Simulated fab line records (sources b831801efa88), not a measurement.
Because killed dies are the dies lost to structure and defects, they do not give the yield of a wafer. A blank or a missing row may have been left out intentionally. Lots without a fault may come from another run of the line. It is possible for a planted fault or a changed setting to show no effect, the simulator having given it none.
fab line records | flow sky130
[record] lots = 14 | wafers = 42 | last-day = 50
route steps=708 shown VT_ADJUST_LVTN@107 LOCAL_INTERCONNECT@395 CONTACT@421 METAL1@452
lots that met no fault: taken from a fault-free run of the same line
start-h: hours from the record's first day to the start of the lot's first wafer shown | wait-h: time in hours since the lot's previous step | " repeats the value in the row above | L1.1+2: a row that stands for several wafers | - no value, or no start given | * or withheld: withheld | < > ~ a bound
route shown NAME@n: a module of which the file shows steps, and the number in the route of the first | usual: mean/standard deviation taken from wafers without a fault | same: alike in all rows | chamber/n: place in a boat | sites: readings site by site | _std_site: standard deviation of those values | _edge_site: mean of outer sites minus mean of inner sites | radius-mm: how far each site lies from the wafer's centre | mask NAME#n: copy n | behind: the tool/chamber that last shaped the wafer | hold: reason for holding the lot/hours on hold/outcome of the hold | device: the n, p or np transistor that did not switch | end of line: the tests these same wafers got at the end of their route | step lacking rows: just its recipe | killed: at the first sort, the dies lost to defects and structure; wafer yield is something else | map: a wafer's dies, marking killed ones x, the rest . and places with no die _
set.NAME: the setting that was run; set.NAME@STEP: the one run at that earlier step | model.NAME: the simulator's own value behind a step, which no gauge read
steps of the route over a sample of lots; a table a step, a row a wafer
services: when a tool's chamber went out of use (start-h, in hours from the record's first day, below 0 if earlier), for how many hours, and the reason
[[steps]]
[step SKY_VT_ADJUST_LVTN_TW_MEAS_10]
[usual] VT_ADJUST_LVTN_TW = 239.7/1.3
lot.wafer | tool          | chamber | start-h | wait-h | VT_ADJUST_LVTN_TW
L541.1    | film-metro-02 | -       | 141.10  | 0.1    | 240.2
L541.2    | "             | -       | "       | "      | 240.2
L541.5    | "             | -       | "       | "      | 239.8
L542.2    | film-metro-02 | -       | 149.64  | 0.1    | 239.4
L542.3    | "             | -       | "       | "      | 239.3
L542.6    | "             | -       | "       | "      | 239.5
L543.1    | film-metro-03 | -       | 153.63  | 0.1    | 240.9
L543.5    | "             | -       | "       | "      | 241.1
L543.6    | "             | -       | "       | "      | 239.9
L545.4    | film-metro-03 | -       | 166.88  | 0.1    | 241.2
L545.5    | "             | -       | "       | "      | 241.0
L545.6    | "             | -       | "       | "      | 241.0
L547.1    | film-metro-03 | -       | 183.93  | 0.1    | 239.6
L547.3    | "             | -       | "       | "      | 238.2
L547.5    | "             | -       | "       | "      | 238.4
L550.1    | film-metro-02 | -       | 206.30  | 0.1    | 237.9
L550.5    | "             | -       | "       | "      | 238.9
L550.6    | "             | -       | "       | "      | 236.8
L551.2    | film-metro-02 | -       | 211.86  | 0.1    | 239.0
L551.3    | "             | -       | "       | "      | 238.4
L551.6    | "             | -       | "       | "      | 238.9
L552.1    | film-metro-02 | -       | 216.63  | 0.1    | 239.1
L552.2    | "             | -       | "       | "      | 238.5
L552.3    | "             | -       | "       | "      | 239.6
L553.1    | film-metro-03 | -       | 226.33  | 0.1    | 240.5
L553.3    | "             | -       | "       | "      | 240.1
L553.5    | "             | -       | "       | "      | 239.4
L554.1    | film-metro-02 | -       | 233.83  | 0.1    | 238.9
L554.3    | "             | -       | "       | "      | 238.0
L554.5    | "             | -       | "       | "      | 238.4
L555.1    | film-metro-03 | -       | 236.10  | 0.1    | 239.6
L555.2    | "             | -       | "       | "      | 239.6
L555.5    | "             | -       | "       | "      | 239.7
L561.1    | film-metro-03 | -       | 271.63  | 0.1    | 240.7
L561.2    | "             | -       | "       | "      | 239.0
L561.3    | "             | -       | "       | "      | 241.7
L563.2    | film-metro-01 | -       | 287.59  | 0.1    | 240.7
L563.4    | "             | -       | "       | "      | 239.2
L563.5    | "             | -       | "       | "      | 241.0
L564.3    | film-metro-03 | -       | 292.25  | 0.1    | 240.4
L564.4    | "             | -       | "       | "      | 240.5
L564.6    | "             | -       | "       | "      | 240.3
[step SKY_LOCAL_INTERCONNECT_EXPOSE_08]
[recipe] mask-id = LI1M | na = 0.8 | source-shape = annular | sigma-inner = 0.55 | sigma-outer = 0.85 | target-cd-nm = 170 | dose-mj = 28
[usual] exposure-dose-mJ-cm2 = 27.962/0.025 | focus-offset-nm = -0.1/0.47 | sigma-inner = 0.55/0 | stage-vel-mm-s = 500.00/0.26
lot.wafer | tool           | chamber | start-h | wait-h | mask   | exposure-dose-mJ-cm2 | focus-offset-nm | sigma-inner | stage-vel-mm-s
L541.1    | krf-scanner-02 | 0       | 689.62  | -      | LI1M#0 | 28.003               | 0.7             | 0.55        | 499.62
L541.2    | "              | 0       | "       | "      | LI1M#0 | 27.954               | 0.4             | 0.55        | 499.62
L541.5    | "              | 0       | "       | "      | LI1M#0 | 28.009               | 0.9             | 0.55        | 499.68
L542.2    | krf-scanner-02 | 0       | 698.76  | -      | LI1M#0 | 27.952               | -0.3            | 0.55        | 499.86
L542.3    | "              | 0       | "       | "      | LI1M#0 | 27.979               | -0.4            | 0.55        | 499.92
L542.6    | "              | 0       | "       | "      | LI1M#0 | 27.985               | -0.4            | 0.55        | 499.75
L543.1    | krf-scanner-01 | 0       | 704.90  | -      | LI1M#0 | 27.960               | -0.3            | 0.55        | 499.70
L543.5    | "              | 0       | "       | "      | LI1M#0 | 27.986               | -0.3            | 0.55        | 499.98
L543.6    | "              | 0       | "       | "      | LI1M#0 | 28.017               | 0.0             | 0.55        | 500.02
L545.4    | krf-scanner-01 | 0       | 737.12  | -      | LI1M#0 | 27.976               | -0.7            | 0.55        | 499.99
L545.5    | "              | 0       | "       | "      | LI1M#0 | 27.967               | -0.4            | 0.55        | 500.11
L545.6    | "              | 0       | "       | "      | LI1M#0 | 27.946               | 0.5             | 0.55        | 499.98
L547.1    | krf-scanner-02 | 0       | 755.76  | -      | LI1M#0 | 27.923               | 0.8             | 0.55        | 499.76
L547.3    | "              | 0       | "       | "      | LI1M#0 | 27.938               | 0.6             | 0.55        | 499.67
L547.5    | "              | 0       | "       | "      | LI1M#0 | 27.975               | -0.2            | 0.55        | 499.61
L550.1    | krf-scanner-01 | 0       | 773.11  | -      | LI1M#0 | 27.934               | 0.3             | 0.55        | 500.08
L550.5    | "              | 0       | "       | "      | LI1M#0 | 27.970               | 0.1             | 0.55        | 499.90
L550.6    | "              | 0       | "       | "      | LI1M#0 | 27.938               | -0.1            | 0.55        | 500.09
L551.2    | krf-scanner-02 | -       | 777.47  | -      | LI1M#0 | -                    | -               | -           | -
L551.3    | "              | -       | "       | "      | LI1M#0 | -                    | -               | -           | -
L551.6    | "              | -       | "       | "      | LI1M#0 | -                    | -               | -           | -
L552.1    | krf-scanner-02 | -       | 783.89  | -      | LI1M#0 | -                    | -               | -           | -
L552.2    | "              | -       | "       | "      | LI1M#0 | -                    | -               | -           | -
L552.3    | "              | -       | "       | "      | LI1M#0 | -                    | -               | -           | -
L553.1    | krf-scanner-02 | 0       | 795.59  | -      | LI1M#0 | 27.991               | 0.7             | 0.55        | 500.03
L553.3    | "              | 0       | "       | "      | LI1M#0 | 27.983               | 0.5             | 0.55        | 499.60
L553.5    | "              | 0       | "       | "      | LI1M#0 | 27.980               | 0.9             | 0.55        | 499.89
L554.1    | krf-scanner-02 | 0       | 803.49  | -      | LI1M#0 | 27.945               | -0.1            | 0.55        | 499.60
L554.3    | "              | 0       | "       | "      | LI1M#0 | 27.955               | 0.0             | 0.55        | 499.96
L554.5    | "              | 0       | "       | "      | LI1M#0 | 27.970               | -0.2            | 0.55        | 500.16
L555.1    | krf-scanner-01 | 0       | 807.97  | -      | LI1M#0 | 27.962               | 0.4             | 0.55        | 500.10
L555.2    | "              | 0       | "       | "      | LI1M#0 | 27.949               | 1.0             | 0.55        | 499.73
L555.5    | "              | 0       | "       | "      | LI1M#0 | 27.964               | -0.1            | 0.55        | 500.03
L561.1    | krf-scanner-02 | 0       | 846.34  | -      | LI1M#0 | 27.956               | -0.5            | 0.55        | 500.26
L561.2    | "              | 0       | "       | "      | LI1M#0 | 27.928               | 0.1             | 0.55        | 500.14
L561.3    | "              | 0       | "       | "      | LI1M#0 | 27.984               | 0.0             | 0.55        | 500.32
L563.2    | krf-scanner-02 | 0       | 861.68  | -      | LI1M#0 | 27.932               | 0.3             | 0.55        | 500.20
L563.4    | "              | 0       | "       | "      | LI1M#0 | 27.911               | -0.5            | 0.55        | 499.97
L563.5    | "              | 0       | "       | "      | LI1M#0 | 27.933               | -0.4            | 0.55        | 499.76
L564.3    | krf-scanner-02 | 0       | 865.31  | -      | LI1M#0 | 27.902               | 0.1             | 0.55        | 499.84
L564.4    | "              | 0       | "       | "      | LI1M#0 | 27.924               | 0.2             | 0.55        | 499.98
L564.6    | "              | 0       | "       | "      | LI1M#0 | 27.979               | -0.1            | 0.55        | 500.07
[step SKY_CONTACT_OVL_MEAS_15]
[usual] CONTACT_OVL = -1/5.4
lot.wafer | tool       | chamber | start-h | wait-h | CONTACT_OVL[nm]
L541.1    | overlay-02 | -       | 732.01  | 0.1    | 2
L541.2    | "          | -       | "       | "      | -1
L541.5    | "          | -       | "       | "      | -4
L542.2    | overlay-02 | -       | 741.14  | 0.1    | 7
L542.3    | "          | -       | "       | "      | 1
L542.6    | "          | -       | "       | "      | 4
L543.1    | overlay-02 | -       | 748.16  | 0.1    | -3
L543.5    | "          | -       | "       | "      | -3
L543.6    | "          | -       | "       | "      | 3
L545.4    | overlay-01 | -       | 780.13  | 0.1    | -4
L545.5    | "          | -       | "       | "      | -5
L545.6    | "          | -       | "       | "      | 0
L547.1    | overlay-02 | -       | 796.41  | 0.1    | -11
L547.3    | "          | -       | "       | "      | -15
L547.5    | "          | -       | "       | "      | -5
L550.1    | overlay-02 | -       | 814.06  | 0.1    | 0
L550.5    | "          | -       | "       | "      | 5
L550.6    | "          | -       | "       | "      | -4
L553.1    | overlay-01 | -       | 836.78  | 0.1    | -3
L553.3    | "          | -       | "       | "      | 1
L553.5    | "          | -       | "       | "      | 3
L554.1    | overlay-01 | -       | 844.76  | 0.1    | 4
L554.3    | "          | -       | "       | "      | -5
L554.5    | "          | -       | "       | "      | -1
L555.1    | overlay-01 | -       | 848.11  | 0.1    | 0
L555.2    | "          | -       | "       | "      | 4
L555.5    | "          | -       | "       | "      | 3
L561.1    | overlay-02 | -       | 886.36  | 0.1    | -6
L561.2    | "          | -       | "       | "      | -2
L561.3    | "          | -       | "       | "      | -5
L563.2    | overlay-01 | -       | 902.19  | 0.1    | -6
L563.4    | "          | -       | "       | "      | 0
L563.5    | "          | -       | "       | "      | 6
L564.3    | overlay-02 | -       | 904.68  | 0.1    | 2
L564.4    | "          | -       | "       | "      | 2
L564.6    | "          | -       | "       | "      | -3
[step SKY_METAL1_ETCH_18]
[recipe] chemistry = N2/H2 | target = BARC | ion-energy-ev = 200 | bias-w = 100 | pressure-mtorr = 30 | n2-flow-sccm = 100 | h2-flow-sccm = 200 | icp-w = 500 | stop-on = SiO2 | time-s = 45.9 | target-depth-a = 600
[usual] drypump-motor-current-A = 5.8/0.46 | oes-product-au = 0.854/0.0048 | throttle-valve-pct = 13.224/0.0089
lot.wafer | tool         | chamber | start-h | wait-h | drypump-motor-current-A | oes-product-au | rf-hours-counter-h | throttle-valve-pct
L541.1    | rie-metal-02 | 0       | 761.68  | 0.0    | 6.2                     | 0.846          | 2                  | 13.227
L541.2    | "            | 1       | "       | "      | 5.4                     | 0.845          | 5                  | 13.240
L541.5    | "            | 0       | "       | "      | 6.1                     | 0.844          | -                  | 13.231
L542.2    | rie-metal-01 | 1       | 770.00  | 0.0    | 5.1                     | 0.851          | 1                  | 13.233
L542.3    | "            | 1       | "       | "      | 5.1                     | 0.855          | -                  | 13.215
L542.6    | "            | 1       | "       | "      | 5.1                     | 0.849          | -                  | 13.213
L543.1    | rie-metal-01 | 1       | 775.98  | 0.0    | 5.1                     | 0.857          | 1                  | 13.229
L543.5    | "            | 1       | "       | "      | 5.1                     | 0.855          | -                  | 13.221
L543.6    | "            | 0       | "       | "      | 5.9                     | 0.858          | -                  | 13.220
L545.4    | rie-metal-01 | 1       | 808.72  | 0.0    | 5.1                     | 0.864          | -                  | 13.228
L545.5    | "            | 1       | "       | "      | 5.1                     | 0.859          | -                  | 13.244
L545.6    | "            | 0       | "       | "      | 5.9                     | 0.858          | -                  | 13.223
L547.1    | rie-metal-01 | 1       | 824.73  | 0.0    | 5.1                     | 0.848          | 3                  | 13.219
L547.3    | "            | 1       | "       | "      | 5.1                     | 0.853          | -                  | 13.221
L547.5    | "            | 1       | "       | "      | 5.1                     | 0.853          | -                  | 13.224
L550.1    | rie-metal-04 | 1       | 841.85  | 0.0    | 6.5                     | 0.850          | 2                  | 13.234
L550.5    | "            | 1       | "       | "      | 6.5                     | 0.849          | -                  | 13.224
L550.6    | "            | 0       | "       | "      | 5.7                     | 0.853          | -                  | 13.223
L553.1    | rie-metal-04 | 0       | 864.99  | 0.0    | 5.7                     | 0.857          | 15                 | 13.217
L553.3    | "            | 0       | "       | "      | 5.7                     | 0.852          | -                  | 13.213
L553.5    | "            | 1       | "       | "      | 6.5                     | 0.854          | -                  | 13.221
L554.1    | rie-metal-01 | 0       | 872.31  | 0.0    | 5.9                     | 0.855          | 6                  | 13.229
L554.3    | "            | 0       | "       | "      | 5.9                     | 0.851          | -                  | 13.214
L554.5    | "            | 0       | "       | "      | 5.9                     | 0.851          | -                  | 13.229
L555.1    | rie-metal-01 | 1       | 876.26  | 0.0    | 5.1                     | 0.850          | 4                  | 13.226
L555.2    | "            | 0       | "       | "      | 5.9                     | 0.861          | 6                  | 13.222
L555.5    | "            | 1       | "       | "      | 5.1                     | 0.851          | -                  | 13.217
L561.1    | rie-metal-04 | 0       | 913.47  | 0.0    | 5.7                     | 0.849          | 0                  | 13.222
L561.2    | "            | 1       | "       | "      | 6.5                     | 0.852          | 6                  | 13.223
L561.3    | "            | 1       | "       | "      | 6.5                     | 0.853          | -                  | 13.236
L563.2    | rie-metal-02 | 0       | 929.25  | 0.0    | 6.1                     | 0.853          | 10                 | 13.206
L563.4    | "            | 1       | "       | "      | 5.3                     | 0.857          | -                  | 13.233
L563.5    | "            | 0       | "       | "      | 6.1                     | 0.856          | -                  | 13.224
L564.3    | rie-metal-04 | 1       | 931.83  | 0.0    | 6.5                     | 0.851          | -                  | 13.215
L564.4    | "            | 0       | "       | "      | 5.7                     | 0.855          | -                  | 13.220
L564.6    | "            | 1       | "       | "      | 6.5                     | 0.849          | -                  | 13.219
[[services]]
tool           | chamber | start-h | hours | kind
krf-scanner-02 | -       | 669.35  | 1.1   | repair
krf-scanner-01 | -       | 679.65  | 0.8   | pm
krf-scanner-02 | 0       | 684.19  | -     | calibration
krf-scanner-01 | -       | 688.35  | 1.3   | pm
krf-scanner-02 | -       | 699.26  | 1.0   | pm
krf-scanner-01 | -       | 705.70  | 1.4   | repair
krf-scanner-02 | -       | 709.67  | 0.8   | pm
krf-scanner-02 | -       | 720.15  | 0.8   | pm
krf-scanner-02 | -       | 742.80  | 4.7   | repair
krf-scanner-01 | -       | 750.39  | 2.5   | repair
rie-metal-04   | -       | 755.96  | 0.3   | repair
krf-scanner-01 | -       | 761.61  | 1.0   | pm
krf-scanner-01 | -       | 763.52  | 0.3   | repair
rie-metal-04   | -       | 773.53  | 0.4   | repair
krf-scanner-01 | -       | 790.97  | 0.8   | pm
krf-scanner-02 | -       | 804.08  | 1.3   | pm
krf-scanner-01 | -       | 848.45  | 0.8   | pm
krf-scanner-01 | -       | 864.25  | 1.3   | pm
krf-scanner-02 | -       | 868.26  | 1.0   | pm
krf-scanner-02 | -       | 878.47  | 0.8   | pm
krf-scanner-02 | -       | 895.61  | 4.0   | pm
rie-metal-02   | -       | 906.27  | 2.8   | pm
rie-metal-02   | 1       | 917.11  | 2.6   | repair
krf-scanner-01 | -       | 930.59  | 1.0   | pm
[[key]]
[first-sign] step = SKY_LOCAL_INTERCONNECT_EXPOSE_08 | reading = tool-record | direction = missing
effect none on later readings
met-at SKY_LOCAL_INTERCONNECT_EXPOSE_08
struck-lots L551,L552
later-rows-left-out L551.2,L551.3,L551.6,L552.1,L552.2,L552.3
sort-left-out L551.2,L551.3,L551.6,L552.1,L552.2,L552.3
tester-left-out L551,L552
not-acting-at SKY_VT_ADJUST_LVTN_TW_MEAS_10,SKY_CONTACT_OVL_MEAS_15,SKY_METAL1_ETCH_18
onset-between 755.76 777.47
[fault] kind = skipped-step-whole | tool = krf-scanner-02 | chamber = - | onset-h = 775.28 | steps = SKY_LOCAL_INTERCONNECT_EXPOSE_08 | scope = struck-lots-only
// tester-left-out: of these lots the tester's yield and bins aren't shown, on N5 and GAA mostly nor the transistor test; their killed dies are dies lost to structure and defects alone, not to doping, threshold or leakage, so they don't give the yield
// sort-left-out: the simulated sort isn't trusted on such a fault, so these wafers' sort isn't shown, and their yield isn't known
// later-rows-left-out: the simulator's readings of these wafers behind a module that went badly wrong aren't trusted and aren't shown, but for the sort
